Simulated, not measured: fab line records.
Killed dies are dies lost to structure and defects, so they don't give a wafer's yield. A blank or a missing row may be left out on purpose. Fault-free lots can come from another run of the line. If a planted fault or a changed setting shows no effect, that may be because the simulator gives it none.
Chamber matching | flow sfqLine | 4 sister chambers for SFQ_TRILAYER_I4_CMP_CMP_100 on cmp-01
The step polishes SiO2. 16 wafers are shown with their chamber, then 8 later ones without.

## WAFERS PAIRED WITH THEIR CHAMBERS
wafer  | chamber | timeToEndpointS (s) | motorCurrentA (A) | platenRpm (rpm)
L375.1 | 0       | 215                 | 10.6              | 60.06
L375.4 | 2       | 211                 | 9.8               | 59.97
L375.6 | 3       | 219                 | 10.4              | 59.96
L376.4 | 3       | 226                 | 10.5              | 60.06
L376.1 | 2       | 203                 | 10.3              | 60.01
L376.6 | 3       | 221                 | 10.8              | 60.03
L377.1 | 2       | 210                 | 10.1              | 60.04
L377.3 | 3       | 221                 | 10.5              | 59.95
L377.5 | 2       | 223                 | 9.7               | 60.01
L384.2 | 1       | 213                 | 10.8              | 59.99
L384.3 | 2       | 212                 | 9.0               | 60.07
L384.1 | 0       | 209                 | 10.9              | 60.05
L385.3 | 2       | 200                 | 9.7               | 59.96
L385.1 | 0       | 205                 | 10.1              | 60.00
L385.2 | 1       | 217                 | 10.2              | 60.00
L386.1 | 0       | 212                 | 10.6              | 60.05

SIGNATURES, as means of the wafers listed above
reading         | chamber 0 | chamber 1 | chamber 2 | chamber 3 | scatter within a chamber
timeToEndpointS | 210.25    | 215.00    | 209.83    | 221.75    | 5.86
motorCurrentA   | 10.550    | 10.500    | 9.767     | 10.550    | 0.364
platenRpm       | 60.0400   | 59.9950   | 60.0100   | 60.0000   | 0.0403
Rule: a wafer's distance from a chamber is the root of the sum, over the readings, of the square of ((its reading less the chamber's mean) divided by the reading's scatter). If the next closest chamber is less than 2 further off than the closest, the wafer can't be placed; otherwise it belongs to the closest. How the scatter is found: for the shown wafers, subtract from each reading the mean of its chamber, square and add these, divide the total by (wafers less chambers), then take the root.

## WAFERS WITH NO CHAMBER GIVEN
wafer  | timeToEndpointS (s) | motorCurrentA (A) | platenRpm (rpm)
L386.4 | 220                 | 10.1              | 60.04
L386.5 | 208                 | 11.1              | 60.03
L393.1 | 202                 | 10.8              | 60.01
L393.3 | 204                 | 9.6               | 59.98
L393.4 | 227                 | 10.2              | 59.97
L397.2 | 207                 | 9.5               | 60.00
L397.4 | 218                 | 10.1              | 60.01
L397.5 | 222                 | 10.4              | 60.00

## WHICH CHAMBER EACH ONE RAN IN
wafer  | from the rows above               | in truth
L386.4 | can't be placed: 3 or 1 or 0 or 2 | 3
L386.5 | can't be placed: 0 or 1 or 3      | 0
L393.1 | can't be placed: 0 or 1 or 2 or 3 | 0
L393.3 | can't be placed: 2 or 1 or 0      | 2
L393.4 | can't be placed: 3 or 1 or 2 or 0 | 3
L397.2 | 2                                 | 2
L397.4 | can't be placed: 1 or 3 or 2 or 0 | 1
L397.5 | can't be placed: 3 or 1 or 0      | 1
Placed correctly: 1 of 8. Not placeable from these rows: 7 (in 7, the candidates include the true chamber). 0 placed wrongly.
